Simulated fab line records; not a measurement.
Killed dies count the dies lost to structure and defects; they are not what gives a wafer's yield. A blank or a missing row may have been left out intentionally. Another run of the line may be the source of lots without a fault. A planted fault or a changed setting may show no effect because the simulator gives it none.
Chamber matching ; flow gf180mcu ; GF_V2_CMP_26 on cmp-02 has 4 sister chambers
The step polishes, stops on SiO2, t overpolish 15 s, target thk 0 nm. 8 wafers are shown with their chamber, then 12 later ones without.

EACH WAFER AND ITS CHAMBER
wafer;chamber;motor-current-A (A);time-to-endpoint-s (s)
L083.3;0;10.5;85
L085.6;2;12.1;88
L088.3;1;10.4;85
L088.5;3;12.7;84
L088.6;0;10.8;82
L089.1;3;12.6;81
L089.2;2;12.0;81
L089.4;1;10.4;85

WAFERS WITH NO CHAMBER GIVEN
wafer;motor-current-A (A);time-to-endpoint-s (s)
L091.1;11.2;86
L091.3;10.0;88
L091.6;10.6;85
L092.3;11.8;86
L092.5;11.6;85
L092.6;10.2;86
L093.1;13.1;87
L093.5;10.1;88
L093.6;10.9;86
L096.1;13.5;86
L096.2;10.2;90
L096.4;11.0;80

EACH ONE'S CHAMBER
wafer;from the rows above;in truth
L091.1;0;0
L091.3;1;1
L091.6;can't be placed: 0 or 1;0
L092.3;2;2
L092.5;2;2
L092.6;1;1
L093.1;3;3
L093.5;1;1
L093.6;can't be placed: 0 or 1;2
L096.1;3;3
L096.2;1;1
L096.4;0;0
Correct placement for 10 of the 12. Can't be placed from these rows: 2 (the true chamber is among the candidates in 1). Placed wrongly: 0.
How it was worked out, from the rows above alone: a wafer's distance from a chamber is the root of the sum, over the readings, of the square of ((its reading less the chamber's mean) divided by the reading's scatter). If the next closest chamber is less than 2 further off than the closest, the wafer can't be placed; otherwise it belongs to the closest. Each chamber's mean is taken over the wafers shown for it. The scatter: the root of (the sum of the squares of (reading less its chamber's mean) over the shown wafers, divided by (wafers less chambers)).
